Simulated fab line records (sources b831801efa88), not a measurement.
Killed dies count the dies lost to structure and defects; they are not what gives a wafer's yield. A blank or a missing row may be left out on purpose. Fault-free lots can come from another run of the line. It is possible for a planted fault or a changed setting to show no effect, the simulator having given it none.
8D (eight disciplines) problem report, filled in by code / flow gf180mcu / the parts of the form that need people (team, actions taken, sign-off) are left out

## 1. THE PROBLEM
tilt deg at GF_NSD_IMPLANT_10 reads a mean of 8.101 degrees on 6 wafers of 2 lots; wafers without a fault read 7.007 degrees with a standard deviation of 0.023. Relative to the usual mean, that is a shift of +48 standard deviations.
Seen first at day 18 15:56 on implanter-02, wafer L722.1. The record has a number at this step for 42 wafers belonging to 14 lots. The rule behind "out" and "out of limits": a value lying over 4 standard deviations away from the usual mean. Any other wafer with a number is counted as sound.

## 2. WHAT THIS IS AND IS NOT
question=which readings at this step; is=tilt deg; is not=-
question=which lots; is=L722, L726; is not=L707, L709, L712, L713, L714, L715, L716, L717, L718, L719, L720, L721
question=which wafers of those lots; is=all that have a number; is not=-
question=read on which tools; is=implanter-02; is not=implanter-03, implanter-04
question=when; is=from day 18 15:56; is not=up to then (36 sound wafers)

## 3. SUSPECTS, AND WHAT RULES EACH OUT
Counting: a tool stays on the suspect list if, at a process step up to the reading, it processed all lots that are out and no sound lot following the first of them.
- rtp anneal-01 at GF_VT_IMPLANT_RTA_45 (time 30 s): kept. All lots that are out passed through it, beginning with L722 at day 11 15:59, and no sound lot followed; its final sound lot before that point was L720 at day 11 05:36.
- implanter-02 at GF_NSD_IMPLANT_10: kept. All lots that are out passed through it, beginning with L722 at day 18 15:56, and no sound lot followed; its final sound lot before that point was L721 at day 18 15:03. Its own tilt deg readings are out on those wafers.
What counting leaves: rtp anneal-01 at GF_VT_IMPLANT_RTA_45 and implanter-02 at GF_NSD_IMPLANT_10.

## 4. THE CAUSE (what the simulator had put in)
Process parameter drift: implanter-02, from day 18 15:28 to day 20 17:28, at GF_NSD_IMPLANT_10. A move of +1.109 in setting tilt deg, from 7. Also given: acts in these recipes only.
This tool is one of the 2 suspects left after counting.

## 5. SEQUENCE OF EFFECTS, ordered by route
Each row: a reading where the mean over the struck wafers with a number is more than 3 standard deviations away from the usual. Only readings whose record carries a usual standard deviation are examined. hours: median over the lots of the time between each lot's start at the first step of this table that gives one and its start at this step. sigmas: the change, counted in usual standard deviations.
hours=0; step=GF_NSD_IMPLANT_10; reading=tilt deg; usual=7.007 degrees; on struck wafers=8.101; change=+1.094; sigmas=+48
It contains these process steps:
- GF_NSD_IMPLANT_10

## 6. WHAT WOULD HAVE CAUGHT IT SOONER
The fault began at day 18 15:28; the first out-of-limits reading in this record came at day 18 15:56, 0 hours later.
